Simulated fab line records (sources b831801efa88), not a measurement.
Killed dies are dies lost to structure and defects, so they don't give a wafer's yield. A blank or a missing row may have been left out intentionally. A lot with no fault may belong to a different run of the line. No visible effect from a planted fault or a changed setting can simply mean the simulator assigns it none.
Which tool is to blame? || flow gf180mcu || Sampling: 13 lots, 39 wafers, 6 of 602 route steps

WHAT THE GAUGES SHOWED, per wafer
GF_MVSD_TW_MEAS_11. Usual: MVSD_TW 1586, standard deviation 9.6.
{"lot": "L165", "measured": "day 4 09:50", "on": "film_metro-03", "MVSD_TW": "1571 1582 1583", "flag": ""}
{"lot": "L166", "measured": "day 4 17:37", "on": "film_metro-01", "MVSD_TW": "1576 1577 1583", "flag": ""}
{"lot": "L169", "measured": "day 5 10:54", "on": "film_metro-01", "MVSD_TW": "1584 1584 1587", "flag": ""}
{"lot": "L172", "measured": "day 6 09:16", "on": "film_metro-01", "MVSD_TW": "1595 1588 1593", "flag": ""}
{"lot": "L173", "measured": "day 6 14:15", "on": "film_metro-01", "MVSD_TW": "1591 1603 1600", "flag": ""}
{"lot": "L174", "measured": "day 6 16:47", "on": "film_metro-03", "MVSD_TW": "1599 1582 1586", "flag": ""}
{"lot": "L176", "measured": "day 7 02:35", "on": "film_metro-04", "MVSD_TW": "1581 1570 1572", "flag": ""}
{"lot": "L179", "measured": "day 8 00:14", "on": "film_metro-01", "MVSD_TW": "1569 1570 1567", "flag": ""}
{"lot": "L183", "measured": "day 8 23:49", "on": "film_metro-03", "MVSD_TW": "1729 1736 1732 1734 1732 1729", "flag": "OFF"}
{"lot": "L184", "measured": "day 9 03:21", "on": "film_metro-03", "MVSD_TW": "1589 1587 1597", "flag": ""}
{"lot": "L185", "measured": "day 9 08:52", "on": "film_metro-03", "MVSD_TW": "1733 1727 1737 1732 1728 1730", "flag": "OFF"}
{"lot": "L186", "measured": "day 9 13:59", "on": "film_metro-03", "MVSD_TW": "1585 1602 1586", "flag": ""}
{"lot": "L187", "measured": "day 9 22:01", "on": "film_metro-01", "MVSD_TW": "1567 1570 1578", "flag": ""}

GF_VT_IMPLANT_RS_MEAS_46: uses a four-point probe to measure. Usual: MVSD_RS 456.3 ohm/sq, standard deviation 1.3.
{"lot": "L165", "measured": "day 7 13:36", "on": "film_metro-03", "MVSD_RS (ohm/sq)": "457.6 456.0 458.5", "flag": ""}
{"lot": "L166", "measured": "day 7 23:55", "on": "film_metro-03", "MVSD_RS (ohm/sq)": "456.3 456.7 455.3", "flag": ""}
{"lot": "L169", "measured": "day 8 20:11", "on": "film_metro-03", "MVSD_RS (ohm/sq)": "456.3 455.3 457.2", "flag": ""}
{"lot": "L172", "measured": "day 9 22:31", "on": "film_metro-03", "MVSD_RS (ohm/sq)": "456.8 456.8 455.5", "flag": ""}
{"lot": "L173", "measured": "day 10 03:29", "on": "film_metro-01", "MVSD_RS (ohm/sq)": "455.3 454.5 454.5", "flag": ""}
{"lot": "L174", "measured": "day 10 06:41", "on": "film_metro-03", "MVSD_RS (ohm/sq)": "455.6 457.5 455.8", "flag": ""}
{"lot": "L176", "measured": "day 10 16:37", "on": "film_metro-04", "MVSD_RS (ohm/sq)": "457.9 459.2 458.4", "flag": ""}
{"lot": "L179", "measured": "day 11 17:19", "on": "film_metro-01", "MVSD_RS (ohm/sq)": "457.8 458.5 458.7", "flag": ""}
{"lot": "L183", "measured": "day 12 20:26", "on": "film_metro-01", "MVSD_RS (ohm/sq)": "393.7 393.7 392.6 393.9 392.3 392.8", "flag": "OFF"}
{"lot": "L184", "measured": "day 13 00:56", "on": "film_metro-04", "MVSD_RS (ohm/sq)": "455.7 457.0 454.5", "flag": ""}
{"lot": "L185", "measured": "day 13 07:23", "on": "film_metro-01", "MVSD_RS (ohm/sq)": "393.6 394.5 394.4 394.7 393.8 393.9", "flag": "OFF"}
{"lot": "L186", "measured": "day 13 14:47", "on": "film_metro-01", "MVSD_RS (ohm/sq)": "455.7 455.6 455.8", "flag": ""}
{"lot": "L187", "measured": "day 13 21:56", "on": "film_metro-01", "MVSD_RS (ohm/sq)": "455.4 454.7 455.3", "flag": ""}

GF_V3_THK_MEAS_01. Usual: V3_CVD_00_THK 595 nm, standard deviation 6.5.
{"lot": "L165", "measured": "day 21 13:50", "on": "film_metro-01", "V3_CVD_00_THK (nm)": "588 592 602", "flag": ""}
{"lot": "L166", "measured": "day 22 06:55", "on": "film_metro-04", "V3_CVD_00_THK (nm)": "583 600 597", "flag": ""}
{"lot": "L169", "measured": "day 23 05:20", "on": "film_metro-02", "V3_CVD_00_THK (nm)": "595 599 603", "flag": ""}
{"lot": "L172", "measured": "day 24 18:33", "on": "film_metro-02", "V3_CVD_00_THK (nm)": "591 596 593", "flag": ""}
{"lot": "L173", "measured": "day 25 00:18", "on": "film_metro-02", "V3_CVD_00_THK (nm)": "597 603 598", "flag": ""}
{"lot": "L174", "measured": "day 25 02:41", "on": "film_metro-02", "V3_CVD_00_THK (nm)": "593 587 587", "flag": ""}
{"lot": "L176", "measured": "day 25 14:16", "on": "film_metro-04", "V3_CVD_00_THK (nm)": "590 596 592", "flag": ""}
{"lot": "L179", "measured": "day 26 19:05", "on": "film_metro-02", "V3_CVD_00_THK (nm)": "592 590 591", "flag": ""}
{"lot": "L184", "measured": "day 28 03:46", "on": "film_metro-02", "V3_CVD_00_THK (nm)": "599 597 602", "flag": ""}
{"lot": "L186", "measured": "day 28 20:11", "on": "film_metro-01", "V3_CVD_00_THK (nm)": "586 587 594", "flag": ""}
{"lot": "L187", "measured": "day 28 22:44", "on": "film_metro-04", "V3_CVD_00_THK (nm)": "595 593 595", "flag": ""}

WHAT TOOL EACH LOT RAN ON (gives the tool, then ch and the chambers of the sampled wafers, and finally the start)
{"lot": "L165", "GF_MVSD_IMPLANT_08": "implanter-01 ch 0, day 4 09:26", "GF_V2_SPUTTER_21": "pvd_sputter-01, day 20 11:31", "GF_M3_SPUTTER_00": "pvd_sputter-02, day 20 12:12"}
{"lot": "L166", "GF_MVSD_IMPLANT_08": "implanter-01 ch 0, day 4 17:13", "GF_V2_SPUTTER_21": "pvd_sputter-03, day 21 04:54", "GF_M3_SPUTTER_00": "pvd_sputter-02, day 21 05:35"}
{"lot": "L169", "GF_MVSD_IMPLANT_08": "implanter-04 ch 0, day 5 10:28", "GF_V2_SPUTTER_21": "pvd_sputter-03, day 22 03:23", "GF_M3_SPUTTER_00": "pvd_sputter-04, day 22 04:05"}
{"lot": "L172", "GF_MVSD_IMPLANT_08": "implanter-04 ch 0, day 6 08:52", "GF_V2_SPUTTER_21": "pvd_sputter-03, day 23 18:24", "GF_M3_SPUTTER_00": "pvd_sputter-02, day 23 19:05"}
{"lot": "L173", "GF_MVSD_IMPLANT_08": "implanter-02 ch 0, day 6 13:53", "GF_V2_SPUTTER_21": "pvd_sputter-03, day 24 00:27", "GF_M3_SPUTTER_00": "pvd_sputter-04, day 24 01:09"}
{"lot": "L174", "GF_MVSD_IMPLANT_08": "implanter-04 ch 0, day 6 16:26", "GF_V2_SPUTTER_21": "pvd_sputter-01, day 24 02:30", "GF_M3_SPUTTER_00": "pvd_sputter-02, day 24 03:11"}
{"lot": "L176", "GF_MVSD_IMPLANT_08": "implanter-01 ch 0, day 7 02:13", "GF_V2_SPUTTER_21": "pvd_sputter-04, day 24 14:46", "GF_M3_SPUTTER_00": "pvd_sputter-01, day 24 15:28"}
{"lot": "L179", "GF_MVSD_IMPLANT_08": "implanter-04 ch 0, day 7 23:50", "GF_V2_SPUTTER_21": "pvd_sputter-04, day 25 19:56", "GF_M3_SPUTTER_00": "pvd_sputter-02, day 25 20:37"}
{"lot": "L183", "GF_MVSD_IMPLANT_08": "implanter-04 ch 0, day 8 23:25", "GF_V2_SPUTTER_21": "-", "GF_M3_SPUTTER_00": "-"}
{"lot": "L184", "GF_MVSD_IMPLANT_08": "implanter-01 ch 0, day 9 02:59", "GF_V2_SPUTTER_21": "pvd_sputter-04, day 27 05:41", "GF_M3_SPUTTER_00": "pvd_sputter-04, day 27 06:25"}
{"lot": "L185", "GF_MVSD_IMPLANT_08": "implanter-04 ch 0, day 9 08:28", "GF_V2_SPUTTER_21": "-", "GF_M3_SPUTTER_00": "-"}
{"lot": "L186", "GF_MVSD_IMPLANT_08": "implanter-02 ch 0, day 9 13:35", "GF_V2_SPUTTER_21": "pvd_sputter-03, day 27 22:52", "GF_M3_SPUTTER_00": "pvd_sputter-01, day 27 23:34"}
{"lot": "L187", "GF_MVSD_IMPLANT_08": "implanter-02 ch 0, day 9 21:38", "GF_V2_SPUTTER_21": "pvd_sputter-03, day 28 01:17", "GF_M3_SPUTTER_00": "pvd_sputter-02, day 28 01:58"}
- GF_MVSD_IMPLANT_08
- GF_V2_SPUTTER_21: material Ti, target thk 15 nm, time 80.02 s.
- GF_M3_SPUTTER_00: material Ti, target thk 37.5 nm, time 150 s.

AS READ BY THE TOOLS THEMSELVES (means over the sampled wafers that have a number; for cases with no such wafer, the mark the record gives instead)
GF_MVSD_IMPLANT_08. Usual: dose_ions_cm2 1.6001e+13, standard deviation 2e+10; faraday_current_uA 90.3, standard deviation 1.7.
{"lot": "L165", "tool": "implanter-01", "dose_ions_cm2": 1.5995e+13, "faraday_current_uA": 89.7, "flag": ""}
{"lot": "L166", "tool": "implanter-01", "dose_ions_cm2": 1.6001e+13, "faraday_current_uA": 88.1, "flag": ""}
{"lot": "L169", "tool": "implanter-04", "dose_ions_cm2": 1.5992e+13, "faraday_current_uA": 90.7, "flag": ""}
{"lot": "L172", "tool": "implanter-04", "dose_ions_cm2": 1.6010e+13, "faraday_current_uA": 91.4, "flag": ""}
{"lot": "L173", "tool": "implanter-02", "dose_ions_cm2": 1.5944e+13, "faraday_current_uA": 88.4, "flag": ""}
{"lot": "L174", "tool": "implanter-04", "dose_ions_cm2": 1.6014e+13, "faraday_current_uA": 91.8, "flag": ""}
{"lot": "L176", "tool": "implanter-01", "dose_ions_cm2": 1.6004e+13, "faraday_current_uA": 90.1, "flag": ""}
{"lot": "L179", "tool": "implanter-04", "dose_ions_cm2": 1.6003e+13, "faraday_current_uA": 89.8, "flag": ""}
{"lot": "L183", "tool": "implanter-04", "dose_ions_cm2": 2.1459e+13, "faraday_current_uA": 122.9, "flag": "OFF"}
{"lot": "L184", "tool": "implanter-01", "dose_ions_cm2": 1.6004e+13, "faraday_current_uA": 88.3, "flag": ""}
{"lot": "L185", "tool": "implanter-04", "dose_ions_cm2": 2.1477e+13, "faraday_current_uA": 123.7, "flag": "OFF"}
{"lot": "L186", "tool": "implanter-02", "dose_ions_cm2": 1.5985e+13, "faraday_current_uA": 90.8, "flag": ""}
{"lot": "L187", "tool": "implanter-02", "dose_ions_cm2": 1.5998e+13, "faraday_current_uA": 90.3, "flag": ""}

GF_V2_SPUTTER_21. Usual: 29.9 % for throttle_valve_pct, sd 0.9.
{"lot": "L165", "tool": "pvd_sputter-01", "throttle_valve_pct (%)": 29.9, "flag": ""}
{"lot": "L166", "tool": "pvd_sputter-03", "throttle_valve_pct (%)": 29.3, "flag": ""}
{"lot": "L169", "tool": "pvd_sputter-03", "throttle_valve_pct (%)": 29.7, "flag": ""}
{"lot": "L172", "tool": "pvd_sputter-03", "throttle_valve_pct (%)": 29.4, "flag": ""}
{"lot": "L173", "tool": "pvd_sputter-03", "throttle_valve_pct (%)": 29.3, "flag": ""}
{"lot": "L174", "tool": "pvd_sputter-01", "throttle_valve_pct (%)": 30.4, "flag": ""}
{"lot": "L176", "tool": "pvd_sputter-04", "throttle_valve_pct (%)": 30.3, "flag": ""}
{"lot": "L179", "tool": "pvd_sputter-04", "throttle_valve_pct (%)": 30.9, "flag": ""}
{"lot": "L184", "tool": "pvd_sputter-04", "throttle_valve_pct (%)": 29.8, "flag": ""}
{"lot": "L186", "tool": "pvd_sputter-03", "throttle_valve_pct (%)": 29.5, "flag": ""}
{"lot": "L187", "tool": "pvd_sputter-03", "throttle_valve_pct (%)": 28.9, "flag": ""}

GF_M3_SPUTTER_00. Usual: 29.8 % for throttle_valve_pct, sd 1.
{"lot": "L165", "tool": "pvd_sputter-02", "throttle_valve_pct (%)": 29.4, "flag": ""}
{"lot": "L166", "tool": "pvd_sputter-02", "throttle_valve_pct (%)": 29.3, "flag": ""}
{"lot": "L169", "tool": "pvd_sputter-04", "throttle_valve_pct (%)": 30.5, "flag": ""}
{"lot": "L172", "tool": "pvd_sputter-02", "throttle_valve_pct (%)": 29.5, "flag": ""}
{"lot": "L173", "tool": "pvd_sputter-04", "throttle_valve_pct (%)": 28.7, "flag": ""}
{"lot": "L174", "tool": "pvd_sputter-02", "throttle_valve_pct (%)": 29.3, "flag": ""}
{"lot": "L176", "tool": "pvd_sputter-01", "throttle_valve_pct (%)": 30.3, "flag": ""}
{"lot": "L179", "tool": "pvd_sputter-02", "throttle_valve_pct (%)": 29.2, "flag": ""}
{"lot": "L184", "tool": "pvd_sputter-04", "throttle_valve_pct (%)": 29.8, "flag": ""}
{"lot": "L186", "tool": "pvd_sputter-01", "throttle_valve_pct (%)": 30.4, "flag": ""}
{"lot": "L187", "tool": "pvd_sputter-02", "throttle_valve_pct (%)": 28.7, "flag": ""}

THE ANSWER, worked out from the rows above alone
Rule: take the mean of a lot's wafers that have a number; if it is more than 3 standard deviations from the usual mean, the lot is off. A lot without any number at a reading at which 4 lots or more have one is off too. All remaining lots with rows at the step are treated as sound. The gauges are gone through in route order, then the tools' own readings, and for those a lot's mean is taken as printed above. At the first step where some lot is off, the reading lying furthest off is the one used; lots without a number count as furthest.
Off: at GF_MVSD_TW_MEAS_11 (MVSD_TW), L183, L185.
If a tool, at a process step before that reading, ran all the lots that are off and no sound lot after the first of them, it fits. Not tried: the gauges at GF_MVSD_TW_MEAS_11; whatever is off there is also off at GF_VT_IMPLANT_RS_MEAS_46, on other tools, and gauge error can't account for it. One fits: implanter-04 at GF_MVSD_IMPLANT_08. A fault onset in the window from L179 (day 7 23:50, its last sound lot) to L183 (day 8 23:25, its first lot off) fits.
The tool's own readings at GF_MVSD_IMPLANT_08 bear it out: on the lots that are off they differ by more than 5 times the standard deviation of the sound lots' means. dose_ions_cm2 reads 2.1468e+13 there against 1.5995e+13 on the sound lots; faraday_current_uA reads 123.3 there against 89.9 on the sound lots.

WHAT THE SIMULATOR HAD INSERTED
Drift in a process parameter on implanter-04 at GF_MVSD_IMPLANT_08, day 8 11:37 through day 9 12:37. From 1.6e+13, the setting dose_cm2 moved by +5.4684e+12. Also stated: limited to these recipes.
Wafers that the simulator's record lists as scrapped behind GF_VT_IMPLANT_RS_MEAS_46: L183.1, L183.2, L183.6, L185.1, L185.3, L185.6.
Shown lots that were struck: L183, L185. This agrees with what the rule above found.
